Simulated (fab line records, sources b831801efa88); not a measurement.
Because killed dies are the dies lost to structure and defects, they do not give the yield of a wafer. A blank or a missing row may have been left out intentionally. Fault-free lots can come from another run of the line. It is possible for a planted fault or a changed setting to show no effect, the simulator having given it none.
One fault seen from 2 desks || flow gf180mcu || every desk sees just its own numbers, and what lay behind them comes last

== DESK OF THE TOOL OWNER: implanter-02 ==
For each lot that ran on this tool, the mean over its sampled wafers that have a number, from the tool's own readings at GF_HV_LDD_IMPLANT_35. A lot is out of limits, marked OUT, if its mean lies more than 4 standard deviations from the usual mean; the brackets give that distance.
Columns: A = doseIonsCm2 at GF_HV_LDD_IMPLANT_35, usual 7.502e+12; B = rotationDeg at GF_HV_LDD_IMPLANT_35, usual 180.00 degrees
{"lot": "L884", "first seen here": "day 13 02:13", "A": 7.506e+12, "B": 179.93}
{"lot": "L894", "first seen here": "day 16 15:12", "A": "7.894e+12 (+48) OUT", "B": 180.02}
{"lot": "L895", "first seen here": "day 17 05:19", "A": "7.912e+12 (+51) OUT", "B": 180.02}
Finding of this desk: L894, L895 out of limits; the first was L894 at day 16 15:12, on doseIonsCm2 at GF_HV_LDD_IMPLANT_35. L884 stayed within limits.

== THE METROLOGY DESK ==
Lot by lot, what the gauges showed, no matter which tool ran the lot: averages of those sampled wafers that carry a number. A lot is out of limits, marked OUT, if its mean lies more than 4 standard deviations from the usual mean; the brackets give that distance.
Columns: A = HV_LDD_2_TW at GF_HV_LDD_TW_MEAS_23, usual 1057; B = cdNm at GF_HV_LDD_CD_MEAS_31, usual 400.3 nm; C = HV_LDD_02_OVL at GF_HV_LDD_OVL_MEAS_32, usual 0.8 nm
{"lot": "L884", "first seen here": "day 12 07:04", "A": 1064, "B": 402.5, "C": 1.4}
{"lot": "L888", "first seen here": "day 13 12:49", "A": 1046, "B": 404.7, "C": 0.4}
{"lot": "L893", "first seen here": "day 15 07:29", "A": 1049, "B": 399.2, "C": 0.4}
{"lot": "L894", "first seen here": "day 15 16:56", "A": 1058, "B": 401.1, "C": 1.5}
{"lot": "L895", "first seen here": "day 16 05:37", "A": 1050, "B": 399.2, "C": 2.7}
{"lot": "L900", "first seen here": "day 17 13:39", "A": 1058, "B": 402.0, "C": -0.6}
Result from this desk: across the 6 lots, nothing is out of limits.

== TAKEN TOGETHER ==
On L894, L895, at day 16 15:12, an alarm was possible from the tool owner's desk.
Metrology desk: nothing out of limits seen.
The metrology desk holds a record of L894, L895, inside its limits.
GF_HV_LDD_IMPLANT_35 was run on implanter-02 by each of the lots named.

== WHAT WAS PUT IN BY THE SIMULATOR ==
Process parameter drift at GF_HV_LDD_IMPLANT_35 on implanter-02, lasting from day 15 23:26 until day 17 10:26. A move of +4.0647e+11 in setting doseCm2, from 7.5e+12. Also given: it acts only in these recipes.
Shown lots that were struck: L894, L895.
How many hours passed from the start of the fault until each desk's first out-of-limits reading: the tool owner's desk, 16.
